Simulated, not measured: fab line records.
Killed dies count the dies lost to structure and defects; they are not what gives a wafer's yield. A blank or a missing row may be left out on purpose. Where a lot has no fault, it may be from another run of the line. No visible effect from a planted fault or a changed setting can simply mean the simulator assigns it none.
fab line records | flow sky130
record lots=6 | wafers=18 | last-day=50
route steps=708 shown SPACER@305 POLY_CUT@307 PAD_OPEN@708
lots that met no fault: from a run of the same line without faults
start-h: hours from the record's opening day to when the first of the lot's shown wafers began | wait-h: time in hours since the lot's previous step | " same as the row above | L1.1+2: several wafers, shown together as one row | - no value, or no start was given | * or withheld: withheld | < > ~ a bound
route shown NAME@n: names a module that has steps shown in the file, with the first one's number in the route | usual: mean/standard deviation of fault-free wafers | same: alike in all rows | chamber/n: place in a boat | sites: per-site readings | _std_site: their standard deviation | _edge_site: the outer-site mean with the inner-site mean subtracted | radius-mm: for every site, how far away it sits from the centre of the wafer | mask NAME#n: copy n | behind: tool/chamber where the wafer was last shaped | hold: why the lot went on hold/how many hours it stayed there/how the hold came to an end | device: names the non-switching transistor (n, p or np) | end of line: the same wafers' tests at the end of the route | for a step that has no rows: nothing shown but its recipe | killed: dies that structure and defects cost at the first sort, which is not the same as the wafer's yield | map: the dies of a wafer, with x for killed, . for not killed, _ for no die there
set.NAME: setting as actually run; set.NAME@STEP: the setting as run at that earlier step | model.NAME: the simulator's own value behind a step, which no gauge read
certain route steps with their lots: each step a table, each wafer a row
services: from which hour (start-h, from the record's first day; less than 0 if before it) a tool's chamber was out of use, for how many hours, and why
## steps
# step SKY_SPACER_THK_MEAS_01
# recipe reads=Si3N4_of_SPACER_CVD_00
# usual SPACER_CVD_00_THK=43.1/0.44
lot.wafer | tool          | chamber | start-h | wait-h | SPACER_CVD_00_THK[nm]
L923.2    | film-metro-03 | -       | 550.63  | 0.0    | 43.2
L923.5    | "             | -       | "       | "      | 43.1
L923.6    | "             | -       | "       | "      | 43.2
L927.3    | film-metro-03 | -       | 588.24  | 0.0    | 43.6
L927.4    | "             | -       | "       | "      | 43.4
L927.6    | "             | -       | "       | "      | 43.0
L929.1    | film-metro-02 | -       | 599.78  | 0.0    | 43.2
L929.2    | "             | -       | "       | "      | 43.3
L929.5    | "             | -       | "       | "      | 43.2
L935.1    | film-metro-02 | -       | 641.33  | 0.0    | 43.1
L935.3    | "             | -       | "       | "      | 42.9
L935.5    | "             | -       | "       | "      | 42.6
L941.3    | film-metro-02 | -       | 690.64  | 0.0    | 43.2
L941.5    | "             | -       | "       | "      | 43.4
L941.6    | "             | -       | "       | "      | 43.3
L942.3    | film-metro-03 | -       | 707.29  | 0.0    | 43.5
L942.4    | "             | -       | "       | "      | 43.7
L942.6    | "             | -       | "       | "      | 43.2
# step SKY_SPACER_ETCHBACK_02
# recipe chemistry=CH3F/O2 | target=Si3N4 | stop-on=SiO2 | source-w=400 | bias-w=80 | pressure-mtorr=25 | ch3f-flow-sccm=40 | O2_flow_sccm=30 | time-s=46.7 | target-depth-a=450
# usual drypump-motor-current-A=5.9/0.49 | oes-product-au=0.855/0.0061 | throttle-valve-pct=10.562/0.01
# same time-s=46.7
lot.wafer | tool        | chamber | start-h | wait-h | drypump-motor-current-A | oes-product-au | rf-hours-counter-h | throttle-valve-pct
L923.2    | rie-diel-03 | 3       | 550.68  | 0.0    | 6.4                     | 0.859          | 13                 | 10.556
L923.5    | "           | 2       | "       | "      | 6.1                     | 0.859          | -                  | 10.547
L923.6    | "           | 3       | "       | "      | 6.5                     | 0.848          | -                  | 10.562
L927.3    | rie-diel-03 | 0       | 588.28  | 0.0    | 6.7                     | 0.864          | 24                 | 10.548
L927.4    | "           | 3       | "       | "      | 6.4                     | 0.862          | -                  | 10.572
L927.6    | "           | 1       | "       | "      | 5.0                     | 0.846          | -                  | 10.545
L929.1    | rie-diel-03 | 3       | 599.84  | 0.1    | 6.4                     | 0.853          | 14                 | 10.554
L929.2    | "           | 1       | "       | "      | 5.0                     | 0.851          | 21                 | 10.561
L929.5    | "           | 3       | "       | "      | 6.4                     | 0.851          | -                  | 10.567
L935.1    | rie-diel-04 | 1       | 641.39  | 0.1    | 5.5                     | 0.854          | 50                 | 10.551
L935.3    | "           | 2       | "       | "      | 5.5                     | 0.857          | 9                  | 10.573
L935.5    | "           | 0       | "       | "      | 6.0                     | 0.850          | -                  | 10.585
L941.3    | rie-diel-02 | 0       | 690.68  | 0.0    | 5.2                     | 0.847          | 26                 | 10.563
L941.5    | "           | 0       | "       | "      | 5.2                     | 0.863          | -                  | 10.559
L941.6    | "           | 3       | "       | "      | 5.9                     | 0.859          | -                  | 10.566
L942.3    | rie-diel-02 | 2       | 707.33  | 0.0    | 6.2                     | 0.855          | 4                  | 10.564
L942.4    | "           | 3       | "       | "      | 6.0                     | 0.865          | 1                  | 10.569
L942.6    | "           | 0       | "       | "      | 5.2                     | 0.853          | -                  | 10.550
# step SKY_POLY_CUT_DEHYDRATE_00
# recipe temp-c=200 | time-s=60
# step SKY_POLY_CUT_HMDS_01
# recipe prime-time-s=60 | prime-temp-c=120
# step SKY_POLY_CUT_COAT_02
# recipe resist=BARC | temp-c=withheld | time-s=withheld | spin-rpm=3000 | resist-thk-nm=60
# step SKY_POLY_CUT_COAT_03
# recipe resist=KrF-thick | spin-rpm=3000 | resist-thk-nm=450
# step SKY_POLY_CUT_SOFTBAKE_04
# recipe temp-c=100 | time-s=90 | resist=KrF-thick
# step SKY_POLY_CUT_EXPOSE_05
# recipe mask-id=NPCM | na=0.8 | source-shape=annular | sigma-inner=0.55 | sigma-outer=0.85 | target-cd-nm=270 | dose-mj=32
# step SKY_POLY_CUT_PEB_06
# recipe peb-temp-c=withheld | peb-time-s=withheld | resist=KrF-thick
# step SKY_POLY_CUT_DEVELOP_07
# recipe develop-time-s=60 | resist=KrF-thick | dev-temp-c=21
# step SKY_POLY_CUT_CD_MEAS_08
# recipe target-cd-nm=270
# usual cd-nm=270.6/1.5
lot.wafer | tool      | chamber | start-h | wait-h | cd-nm
L923.2    | cd-sem-01 | -       | 579.80  | -      | 270.8
L923.5    | "         | -       | "       | "      | 270.5
L923.6    | "         | -       | "       | "      | 270.2
L927.3    | cd-sem-01 | -       | 617.42  | -      | 269.7
L927.4    | "         | -       | "       | "      | 269.6
L927.6    | "         | -       | "       | "      | 270.5
L929.1    | cd-sem-01 | -       | 628.93  | -      | 271.5
L929.2    | "         | -       | "       | "      | 273.2
L929.5    | "         | -       | "       | "      | 272.9
L935.1    | cd-sem-01 | -       | 669.38  | -      | 270.0
L935.3    | "         | -       | "       | "      | 269.2
L935.5    | "         | -       | "       | "      | 270.2
L941.3    | cd-sem-02 | -       | 717.75  | -      | 274.0
L941.5    | "         | -       | "       | "      | 271.2
L941.6    | "         | -       | "       | "      | 271.5
L942.3    | cd-sem-01 | -       | 733.81  | -      | 271.2
L942.4    | "         | -       | "       | "      | 269.8
L942.6    | "         | -       | "       | "      | 271.1
# step SKY_POLY_CUT_OVL_MEAS_09
# usual POLY_CUT_OVL=-3/6.2
lot.wafer | tool       | chamber | start-h | wait-h | POLY_CUT_OVL[nm]
L923.2    | overlay-01 | -       | 579.90  | 0.1    | 4
L923.5    | "          | -       | "       | "      | -8
L923.6    | "          | -       | "       | "      | -2
L927.3    | overlay-02 | -       | 617.52  | 0.1    | -1
L927.4    | "          | -       | "       | "      | 8
L927.6    | "          | -       | "       | "      | 0
L929.1    | overlay-02 | -       | 629.05  | 0.1    | -7
L929.2    | "          | -       | "       | "      | -5
L929.5    | "          | -       | "       | "      | -1
L935.1    | overlay-02 | -       | 669.50  | 0.1    | -8
L935.3    | "          | -       | "       | "      | -10
L935.5    | "          | -       | "       | "      | -10
L941.3    | overlay-01 | -       | 717.84  | 0.1    | -16
L941.5    | "          | -       | "       | "      | -11
L941.6    | "          | -       | "       | "      | -4
L942.3    | overlay-01 | -       | 733.90  | 0.1    | -3
L942.4    | "          | -       | "       | "      | 2
L942.6    | "          | -       | "       | "      | -3
# step SKY_POLY_CUT_ETCH_10
# recipe chemistry=N2/H2 | target=BARC | ion-energy-ev=200 | source-w=500 | bias-w=100 | pressure-mtorr=30 | n2-flow-sccm=100 | h2-flow-sccm=200 | stop-on=SiO2 | time-s=45.9 | target-depth-a=600
# usual bias-w=99.9/0.3 | chamber-pressure-mTorr=29.998/0.028 | drypump-motor-current-A=5.9/0.57 | oes-product-au=0.855/0.0048 | throttle-valve-pct=13.223/0.0084 | time-s=45.9/0
lot.wafer | tool        | chamber | start-h | wait-h | bias-w | chamber-pressure-mTorr | drypump-motor-current-A | oes-product-au | rf-hours-counter-h | throttle-valve-pct | time-s | model.KrF-thick_of_POLY_CUT_COAT_03.thk-nm
L923.2    | rie-diel-03 | 0       | 579.93  | 0.0    | 100.4  | 29.994                 | 6.7                     | 0.850          | 23                 | 13.215             | 45.9   | 406.5
L923.5    | "           | 0       | "       | "      | 100.0  | 30.000                 | 6.7                     | 0.855          | -                  | 13.232             | 45.9   | 408.4
L923.6    | "           | 3       | "       | "      | 100.4  | 29.953                 | 6.5                     | 0.850          | -                  | 13.241             | 45.9   | 407.5
L927.3    | rie-diel-02 | 2       | 617.54  | 0.0    | -      | -                      | -                       | -              | -                  | -                  | -      | 438.5
L927.4    | "           | 1       | "       | "      | -      | -                      | -                       | -              | -                  | -                  | -      | 437.8
L927.6    | "           | 2       | "       | "      | -      | -                      | -                       | -              | -                  | -                  | -      | 438.9
L929.1    | rie-diel-03 | 2       | 629.08  | 0.0    | -      | -                      | -                       | -              | -                  | -                  | -      | 436.9
L929.2    | "           | 0       | "       | "      | -      | -                      | -                       | -              | -                  | -                  | -      | 437.2
L929.5    | "           | 0       | "       | "      | -      | -                      | -                       | -              | -                  | -                  | -      | 437
L935.1    | rie-diel-03 | 3       | 669.53  | 0.0    | 99.9   | 29.963                 | 6.5                     | 0.861          | 16                 | 13.223             | 45.9   | 407.4
L935.3    | "           | 0       | "       | "      | 99.7   | 29.980                 | 6.6                     | 0.861          | 25                 | 13.227             | 45.9   | 406.7
L935.5    | "           | 0       | "       | "      | 99.8   | 29.948                 | 6.6                     | 0.857          | -                  | 13.229             | 45.9   | 406.4
L941.3    | rie-diel-01 | 2       | 717.86  | 0.0    | 100.3  | 29.946                 | 6.7                     | 0.856          | 10                 | 13.229             | 45.9   | 406.4
L941.5    | "           | 0       | "       | "      | 100.3  | 30.044                 | 5.5                     | 0.855          | -                  | 13.254             | 45.9   | 406.2
L941.6    | "           | 3       | "       | "      | 100.3  | 30.036                 | 5.6                     | 0.855          | -                  | 13.222             | 45.9   | 406.6
L942.3    | rie-diel-01 | 2       | 733.92  | 0.0    | 99.9   | 29.961                 | 6.7                     | 0.850          | 10                 | 13.223             | 45.9   | 407.2
L942.4    | "           | 0       | "       | "      | 99.7   | 30.011                 | 5.6                     | 0.853          | 19                 | 13.230             | 45.9   | 406.2
L942.6    | "           | 0       | "       | "      | 99.7   | 30.038                 | 5.6                     | 0.858          | -                  | 13.217             | 45.9   | 407.2
# step SKY_POLY_CUT_ETCH_11
# recipe target=Si3N4 | chemistry=CF4/CH2F2/Ar | stop-on=poly-Si | source-w=600 | bias-w=150 | pressure-mtorr=40 | cf4-flow-sccm=40 | ch2f2-flow-sccm=20 | Ar_flow_sccm=150 | time-s=42.5 | target-depth-a=600
# usual bias-w=150.0/0.49 | cf4-flow-sccm=39.99/0.12 | drypump-motor-current-A=5.9/0.58 | oes-product-au=0.829/0.0067 | throttle-valve-pct=14.994/0.0089
# same time-s=42.5
lot.wafer | tool        | chamber | start-h | wait-h | bias-w | cf4-flow-sccm | drypump-motor-current-A | oes-product-au | rf-hours-counter-h | throttle-valve-pct
L923.2    | rie-diel-03 | 0       | 579.97  | 0.0    | 150.4  | 40.02         | 6.6                     | 0.824          | 23                 | 14.986
L923.5    | "           | 0       | "       | "      | 150.7  | 40.07         | 6.6                     | 0.815          | -                  | 15.000
L923.6    | "           | 3       | "       | "      | 150.9  | 39.81         | 6.5                     | 0.827          | -                  | 14.991
L927.3    | rie-diel-02 | 2       | 617.58  | 0.0    | 150.0  | 40.28         | 6.2                     | 0.374          | 3                  | 14.949
L927.4    | "           | 1       | "       | "      | 150.8  | 39.94         | 5.8                     | 0.383          | 64                 | 14.954
L927.6    | "           | 2       | "       | "      | 149.5  | 40.30         | 6.2                     | 0.371          | -                  | 14.929
L929.1    | rie-diel-03 | 2       | 629.12  | 0.0    | 150.0  | 40.12         | 6.1                     | 0.373          | 3                  | 14.945
L929.2    | "           | 0       | "       | "      | 149.7  | 40.01         | 6.7                     | 0.373          | 24                 | 14.953
L929.5    | "           | 0       | "       | "      | 150.4  | 40.08         | 6.7                     | 0.376          | -                  | 14.946
L935.1    | rie-diel-03 | 3       | 669.57  | 0.0    | 150.4  | 40.02         | 6.4                     | 0.836          | 16                 | 15.000
L935.3    | "           | 0       | "       | "      | 150.1  | 39.73         | 6.7                     | 0.832          | 25                 | 14.984
L935.5    | "           | 0       | "       | "      | 150.2  | 39.78         | 6.7                     | 0.822          | -                  | 14.986
L941.3    | rie-diel-01 | 2       | 717.91  | 0.0    | 150.3  | 39.84         | 6.8                     | 0.823          | 10                 | 14.994
L941.5    | "           | 0       | "       | "      | 149.4  | 39.93         | 5.6                     | 0.830          | -                  | 14.990
L941.6    | "           | 3       | "       | "      | 149.9  | 40.07         | 5.6                     | 0.831          | -                  | 14.998
L942.3    | rie-diel-01 | 2       | 733.96  | 0.0    | 150.0  | 39.97         | 6.7                     | 0.836          | 10                 | 14.994
L942.4    | "           | 0       | "       | "      | 150.1  | 39.99         | 5.5                     | 0.840          | 20                 | 14.976
L942.6    | "           | 0       | "       | "      | 149.2  | 39.92         | 5.5                     | 0.841          | -                  | 15.007
# step SKY_POLY_CUT_STRIP_12
# recipe chemistry=O2/N2 | power-w=1400 | pressure-mtorr=1500 | platen-temp-c=withheld | o2-flow-sccm=3000 | n2-flow-sccm=300 | overash-fraction=0.5
# usual drypump-motor-current-A=5.4/0.41 | oes-product-au=0.452/0.0047 | strip-time-to-endpoint-s=5.354/0.017
lot.wafer | tool            | chamber | start-h | wait-h | drypump-motor-current-A | oes-product-au | rf-hours-counter-h | strip-time-to-endpoint-s
L923.2    | plasma-asher-02 | 0       | 580.01  | 0.0    | 5.0                     | 0.453          | 78                 | 5.322
L923.5    | "               | 0       | "       | "      | 4.9                     | 0.463          | -                  | 5.367
L923.6    | "               | 1       | "       | "      | 5.7                     | 0.454          | -                  | 5.347
L927.3    | plasma-asher-02 | 0       | 617.66  | 0.1    | 4.9                     | 0.471          | -                  | 5.656
L927.4    | "               | 1       | "       | "      | 5.6                     | 0.466          | -                  | 5.651
L927.6    | "               | 1       | "       | "      | 5.7                     | 0.463          | -                  | 5.643
L929.1    | plasma-asher-02 | 1       | 629.16  | 0.0    | 5.7                     | 0.462          | 83                 | 5.645
L929.2    | "               | 0       | "       | "      | 4.9                     | 0.471          | 83                 | 5.647
L929.5    | "               | 0       | "       | "      | 5.0                     | 0.469          | -                  | 5.630
L935.1    | plasma-asher-01 | 1       | 669.61  | 0.0    | 5.0                     | 0.443          | 25                 | 5.370
L935.3    | "               | 0       | "       | "      | 5.1                     | 0.448          | -                  | 5.355
L935.5    | "               | 0       | "       | "      | 5.1                     | 0.447          | -                  | 5.348
L941.3    | plasma-asher-01 | 1       | 717.98  | 0.1    | 5.0                     | 0.449          | -                  | 5.336
L941.5    | "               | 1       | "       | "      | 5.0                     | 0.447          | -                  | 5.346
L941.6    | "               | 0       | "       | "      | 5.1                     | 0.453          | -                  | 5.355
L942.3    | plasma-asher-01 | 0       | 734.04  | 0.1    | 5.1                     | 0.452          | -                  | 5.353
L942.4    | "               | 1       | "       | "      | 5.0                     | 0.446          | -                  | 5.342
L942.6    | "               | 0       | "       | "      | 5.1                     | 0.451          | -                  | 5.353
# step SKY_PAD_OPEN_PROBE_99
# usual killed_at_M0_to_M3=44/7.3 | killed_at_M4_up=3.0/1.9 | killed-at-contacts=24/5 | killed-at-front-end=16/4.5 | killed-at-other=0.3/0.46 | killed-dies=87/10 | killed-on-rim=17/3.5 | killed-open=47/8.3 | killed-short=39/6.4
# same gross-dies=492 | killed-at-back-side=0
lot.wafer | tool      | chamber | start-h | wait-h | killed_at_M0_to_M3 | killed_at_M4_up | killed-at-contacts | killed-at-front-end | killed-at-other | killed-dies | killed-on-rim | killed-open | killed-short
L923.2    | prober-01 | -       | 1088.80 | 0.1    | 51                 | 4               | 15                 | 19                  | 1               | 90          | 13            | 45          | 45
L923.5    | prober-01 | -       | 1088.95 | 0.2    | 44                 | 1               | 25                 | 15                  | 0               | 85          | 17            | 48          | 37
L923.6    | prober-01 | -       | 1089.00 | 0.2    | 51                 | 4               | 22                 | 14                  | 0               | 91          | 15            | 53          | 38
L927.3    | prober-02 | -       | 1115.68 | 0.2    | 48                 | 3               | 19                 | 422                 | 0               | 492         | 96            | 47          | 34
L927.4    | prober-02 | -       | 1115.73 | 0.2    | 44                 | 3               | 26                 | 419                 | 0               | 492         | 96            | 51          | 32
L927.6    | prober-02 | -       | 1115.83 | 0.2    | 41                 | 4               | 27                 | 420                 | 0               | 492         | 96            | 49          | 37
L929.1    | prober-01 | -       | 1122.75 | 0.1    | 39                 | 1               | 26                 | 426                 | 0               | 492         | 96            | 43          | 37
L929.2    | prober-01 | -       | 1122.80 | 0.1    | 44                 | 2               | 21                 | 424                 | 1               | 492         | 96            | 35          | 46
L929.5    | prober-01 | -       | 1122.95 | 0.2    | 47                 | 4               | 21                 | 420                 | 0               | 492         | 96            | 38          | 50
L942.3    | prober-02 | -       | 1189.29 | 0.2    | 38                 | 2               | 22                 | 15                  | 0               | 77          | 14            | 53          | 24
L942.4    | prober-02 | -       | 1189.34 | 0.2    | 47                 | 1               | 20                 | 11                  | 0               | 79          | 16            | 45          | 34
L942.6    | prober-02 | -       | 1189.44 | 0.2    | 37                 | 2               | 18                 | 14                  | 0               | 71          | 13            | 34          | 37
# killed by level:class
L923.2 VIA1:geometric-particle:open=9 VIA3:geometric-particle:open=8 METAL2:geometric-particle:short=8 FIELD_ISO:geometric-particle:open=7 FIELD_ISO:geometric-particle:short=6 VIA2:geometric-particle:open=6 VIA3:geometric-particle:short=4 CONTACT:geometric-particle:short=4
L923.5 VIA3:geometric-particle:open=9 VIA1:geometric-particle:open=8 VIA2:geometric-particle:open=7 CONTACT:geometric-particle:open=6 FIELD_ISO:geometric-particle:open=5 LOCAL_INTERCONNECT:geometric-particle:short=5 LOCAL_INTERCONNECT:geometric-particle:open=5 CONTACT:geometric-particle:short=5
L923.6 VIA2:geometric-particle:open=12 LI_CONTACT:geometric-particle:open=8 VIA1:geometric-particle:short=8 VIA3:geometric-particle:open=8 VIA3:geometric-particle:short=6 FIELD_ISO:geometric-particle:open=5 METAL3:geometric-particle:short=4 POLY_GATE:geometric-particle:open=4
L927.3 POLY_CUT:area-etch=411 VIA1:geometric-particle:open=14 VIA2:geometric-particle:open=9 CONTACT:geometric-particle:open=6 CONTACT:geometric-particle:short=5 VIA3:geometric-particle:open=5 METAL2:geometric-particle:short=5 METAL3:geometric-particle:short=4
L927.4 POLY_CUT:area-etch=409 VIA1:geometric-particle:open=18 CONTACT:geometric-particle:open=10 VIA3:geometric-particle:open=6 LI_CONTACT:geometric-particle:open=5 CONTACT:geometric-particle:short=5 LI_CONTACT:geometric-particle:short=4 VIA2:geometric-particle:open=4
L927.6 POLY_CUT:area-etch=406 VIA1:geometric-particle:open=11 CONTACT:geometric-particle:open=11 LI_CONTACT:geometric-particle:open=9 FIELD_ISO:geometric-particle:short=5 VIA1:geometric-particle:short=5 METAL2:geometric-particle:short=5 FIELD_ISO:geometric-particle:open=4
L929.1 POLY_CUT:area-etch=412 VIA3:geometric-particle:open=10 LI_CONTACT:geometric-particle:open=8 CONTACT:geometric-particle:open=8 VIA1:geometric-particle:short=7 VIA1:geometric-particle:open=7 POLY_GATE:geometric-particle:short=5 CONTACT:geometric-particle:short=5
L929.2 POLY_CUT:area-etch=411 VIA1:geometric-particle:short=12 VIA1:geometric-particle:open=7 CONTACT:geometric-particle:open=7 METAL2:geometric-particle:short=7 FIELD_ISO:geometric-particle:short=5 LI_CONTACT:geometric-particle:open=5 CONTACT:geometric-particle:short=5
L929.5 POLY_CUT:area-etch=404 VIA1:geometric-particle:open=9 METAL2:geometric-particle:short=8 CONTACT:geometric-particle:open=7 VIA1:geometric-particle:short=6 VIA2:geometric-particle:open=5 CONTACT:geometric-particle:short=5 METAL1:geometric-particle:short=5
L942.3 CONTACT:geometric-particle:open=13 VIA1:geometric-particle:open=13 VIA3:geometric-particle:open=7 FIELD_ISO:geometric-particle:open=6 VIA2:geometric-particle:open=6 LI_CONTACT:geometric-particle:open=3 METAL1:geometric-particle:short=3 METAL2:geometric-particle:short=3
L942.4 VIA1:geometric-particle:open=9 VIA3:geometric-particle:open=8 CONTACT:geometric-particle:short=7 CONTACT:geometric-particle:open=7 VIA2:geometric-particle:open=7 METAL2:geometric-particle:short=7 VIA1:geometric-particle:short=4 POLY_GATE:geometric-particle:open=3
L942.6 METAL1:geometric-particle:short=8 CONTACT:geometric-particle:open=6 VIA2:geometric-particle:open=6 FIELD_ISO:geometric-particle:open=5 LI_CONTACT:geometric-particle:open=5 METAL2:geometric-particle:short=5 VIA2:geometric-particle:short=5 LOCAL_INTERCONNECT:geometric-particle:short=4
# map L927.3 (x killed, . not)
__________xxxxxxxxxx_________
________xxxxxxxxxxxxxx_______
______xxxxxxxxxxxxxxxxxx_____
_____xxxxxxxxxxxxxxxxxxxx____
____xxxxxxxxxxxxxxxxxxxxxx___
___xxxxxxxxxxxxxxxxxxxxxxxx__
__xxxxxxxxxxxxxxxxxxxxxxxxxx_
_xxxxxxxxxxxxxxxxxxxxxxxxxxxx
_xxxxxxxxxxxxxxxxxxxxxxxxxxxx
_xxxxxxxxxxxxxxxxxxxxxxxxxxxx
_xxxxxxxxxxxxxxxxxxxxxxxxxxxx
_xxxxxxxxxxxxxxxxxxxxxxxxxxxx
_xxxxxxxxxxxxxxxxxxxxxxxxxxxx
_xxxxxxxxxxxxxxxxxxxxxxxxxxxx
_xxxxxxxxxxxxxxxxxxxxxxxxxxxx
__xxxxxxxxxxxxxxxxxxxxxxxxxx_
___xxxxxxxxxxxxxxxxxxxxxxxx__
____xxxxxxxxxxxxxxxxxxxxxx___
_____xxxxxxxxxxxxxxxxxxxx____
______xxxxxxxxxxxxxxxxxx_____
________xxxxxxxxxxxxxx_______
__________xxxxxxxxxx_________
# map L929.1 (x killed, . not)
__________xxxxxxxxxx_________
________xxxxxxxxxxxxxx_______
______xxxxxxxxxxxxxxxxxx_____
_____xxxxxxxxxxxxxxxxxxxx____
____xxxxxxxxxxxxxxxxxxxxxx___
___xxxxxxxxxxxxxxxxxxxxxxxx__
__xxxxxxxxxxxxxxxxxxxxxxxxxx_
_xxxxxxxxxxxxxxxxxxxxxxxxxxxx
_xxxxxxxxxxxxxxxxxxxxxxxxxxxx
_xxxxxxxxxxxxxxxxxxxxxxxxxxxx
_xxxxxxxxxxxxxxxxxxxxxxxxxxxx
_xxxxxxxxxxxxxxxxxxxxxxxxxxxx
_xxxxxxxxxxxxxxxxxxxxxxxxxxxx
_xxxxxxxxxxxxxxxxxxxxxxxxxxxx
_xxxxxxxxxxxxxxxxxxxxxxxxxxxx
__xxxxxxxxxxxxxxxxxxxxxxxxxx_
___xxxxxxxxxxxxxxxxxxxxxxxx__
____xxxxxxxxxxxxxxxxxxxxxx___
_____xxxxxxxxxxxxxxxxxxxx____
______xxxxxxxxxxxxxxxxxx_____
________xxxxxxxxxxxxxx_______
__________xxxxxxxxxx_________
## services
tool            | chamber | start-h | hours | kind
rie-diel-01     | 3       | 528.63  | -     | clean
rie-diel-01     | 3       | 528.63  | 11.8  | scheduled-down
rie-diel-01     | 3       | 528.63  | 11.8  | vent-cycle
rie-diel-01     | 2       | 539.57  | 4.8   | repair
rie-diel-03     | -       | 583.65  | 1.5   | repair
rie-diel-03     | 2       | 585.45  | 5.3   | repair
rie-diel-04     | -       | 591.18  | 4.3   | pm
rie-diel-03     | 1       | 609.32  | 21.4  | repair
rie-diel-01     | 1       | 613.30  | 73.2  | repair
rie-diel-02     | 1       | 626.69  | -     | clean
rie-diel-02     | 1       | 626.69  | 14.1  | scheduled-down
rie-diel-02     | 1       | 626.69  | 14.1  | vent-cycle
rie-diel-02     | 3       | 652.32  | -     | clean
rie-diel-02     | 3       | 652.32  | 15.7  | scheduled-down
rie-diel-02     | 3       | 652.32  | 15.7  | vent-cycle
rie-diel-01     | 3       | 653.85  | 10.1  | repair
plasma-asher-02 | -       | 661.57  | 6.3   | repair
rie-diel-03     | 3       | 687.53  | 19.6  | repair
rie-diel-04     | 2       | 692.42  | 13.0  | repair
rie-diel-01     | 0       | 693.57  | 5.1   | repair
rie-diel-04     | 1       | 715.31  | -     | clean
rie-diel-04     | 1       | 715.31  | 15.3  | scheduled-down
rie-diel-03     | 3       | 722.46  | 1.3   | repair
plasma-asher-01 | -       | 726.36  | 4.0   | pm
## key
first-sign step=SKY_POLY_CUT_ETCH_10 | reading=tool-record | direction=missing
effect step=SKY_POLY_CUT_ETCH_11 | reading=oes-product-au | direction=down | sigmas=67 | usual=0.829 | struck=0.375
effect step=SKY_POLY_CUT_STRIP_12 | reading=strip-time-to-endpoint-s | direction=up | sigmas=17 | usual=* | struck=*
effect step=SKY_PAD_OPEN_PROBE_99 | reading=killed-at-front-end | direction=up | sigmas=90 | usual=16 | struck=422
model-effect step=SKY_POLY_CUT_ETCH_10 | value=KrF-thick_of_POLY_CUT_COAT_03.thk-nm | without=409.5 | struck=437.7
more-kills-born-at SKY_POLY_CUT_ETCH_10@rie-diel-03=1227 | SKY_POLY_CUT_ETCH_10@rie-diel-02=1226
met-at SKY_POLY_CUT_ETCH_10
struck-wafers L927.3,L927.4,L927.6,L929.1,L929.2,L929.5
later-rows-left-out L927.3,L927.4,L927.6,L929.1,L929.2,L929.5
tester-left-out L927,L929
onset-between 579.93 617.54
fault kind=skipped-step-whole | tool=rie-diel-02,rie-diel-03 | chamber=- | onset-h=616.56 | steps=SKY_POLY_CUT_ETCH_10 | scope=struck-lots-only
# tester-left-out: of these lots the tester's yield and bins aren't shown, on N5 and GAA mostly nor the transistor test; their killed dies are dies lost to structure and defects alone, not to doping, threshold or leakage, so they don't give the yield
# later-rows-left-out: the simulator's readings of these wafers behind a module that went badly wrong aren't trusted and aren't shown, but for the sort
